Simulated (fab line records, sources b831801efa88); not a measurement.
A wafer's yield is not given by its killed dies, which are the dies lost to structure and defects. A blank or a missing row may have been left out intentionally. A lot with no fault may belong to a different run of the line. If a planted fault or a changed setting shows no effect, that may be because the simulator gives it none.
Which of the tools did it? | flow sky130 | Sampling: 11 lots, 33 wafers, 2 of 708 route steps

== WHAT THE GAUGES SHOWED, per wafer ==
SKY_CONTACT_RS_MEAS_25: uses a four-point probe to measure.
lot  | measured     | on            | CONTACT_W_RS (ohm/sq)
L682 | day 31 04:44 | film-metro-02 | 0.335 0.335 0.337
L683 | day 31 18:31 | film-metro-03 | 0.339 0.340 0.340
L684 | day 31 22:58 | film-metro-02 | 0.327 0.331 0.342
L685 | day 32 00:49 | film-metro-02 | 0.332 0.336 0.341
L686 | day 32 13:17 | film-metro-04 | 0.336 0.329 0.340
L688 | day 33 23:17 | film-metro-03 | 0.328 0.328 0.342
L689 | day 34 01:41 | film-metro-02 | 0.338 0.331 0.337
L697 | day 36 17:01 | film-metro-04 | 0.335 0.337 0.325
L698 | day 36 22:47 | film-metro-03 | 0.345 0.345 0.337
L701 | day 37 18:13 | film-metro-02 | 0.340 0.340 0.331
L703 | day 37 22:03 | film-metro-04 | 0.340 0.341 0.340

== WHAT TOOL EACH LOT RAN ON (gives the tool, then ch and the chambers of the sampled wafers, and finally the start) ==
lot  | SKY_LOCAL_INTERCONNECT_STRIP_15
L682 | plasma-asher-04 ch 1, day 29 22:21
L683 | plasma-asher-01 ch 0,1, day 30 12:03
L684 | plasma-asher-04 ch 0,1, day 30 16:19
L685 | plasma-asher-02 ch 0,1, day 30 18:40
L686 | plasma-asher-04 ch 0,1, day 31 08:01
L688 | plasma-asher-02 ch 1, day 32 18:28
L689 | plasma-asher-04 ch 0,1, day 32 20:47
L697 | plasma-asher-01 ch 0,1, day 35 12:20
L698 | plasma-asher-02 ch 0,1, day 35 16:43
L701 | plasma-asher-02 ch 0,1, day 36 13:41
L703 | plasma-asher-01 ch 0,1, day 36 18:13
- SKY_LOCAL_INTERCONNECT_STRIP_15: strips in O2/N2.

== WHAT THE TOOLS THEMSELVES READ (means of the sampled wafers that have a number; where no wafer has one, the mark that the record gives instead) ==
SKY_LOCAL_INTERCONNECT_STRIP_15.
lot  | tool            | drypump-motor-current-A (A) | oes-product-au (a.u.) | strip-time-to-endpoint-s (s)
L682 | plasma-asher-04 | 5.2                         | 0.429                 | 4.730
L683 | plasma-asher-01 | 6.0                         | 0.427                 | 4.729
L684 | plasma-asher-04 | 5.9                         | 0.424                 | 4.723
L685 | plasma-asher-02 | 5.4                         | 0.428                 | 4.731
L686 | plasma-asher-04 | 5.6                         | 0.430                 | 4.767
L688 | plasma-asher-02 | 5.5                         | 0.426                 | 4.743
L689 | plasma-asher-04 | 5.9                         | 0.427                 | 4.743
L697 | plasma-asher-01 | 6.0                         | 0.425                 | 4.746
L698 | plasma-asher-02 | 5.4                         | 0.427                 | 4.723
L701 | plasma-asher-02 | 5.4                         | 0.429                 | 4.686
L703 | plasma-asher-01 | 6.0                         | 0.425                 | 4.705

== THE ANSWER, worked out from the rows above alone ==
Rule: the usual values come from the lots themselves. The widest of any qualifying gaps counts: lots, ordered by their means at a reading, are off when they make up no more than a third of the lots, leave a main group of 4 or more, and stand apart from it by 3 or more times the standard deviation of that group's means. If all means in a main group match to the digits the tables above print for the reading, that group is not used. A lot without any number at a reading at which 4 lots or more have one is off too. Where the step has rows for the other lots, those lots are counted as sound. Order of review: gauges by route order, followed by the tools' own readings, for which a lot's mean as printed above is used. The first step at which some lot is off is used, and at that step the reading that is off furthest; a lot without a number counts as furthest.
No lot is off on any of the readings shown, so nothing can be concluded from this.

== WHAT WAS PUT IN BY THE SIMULATOR ==
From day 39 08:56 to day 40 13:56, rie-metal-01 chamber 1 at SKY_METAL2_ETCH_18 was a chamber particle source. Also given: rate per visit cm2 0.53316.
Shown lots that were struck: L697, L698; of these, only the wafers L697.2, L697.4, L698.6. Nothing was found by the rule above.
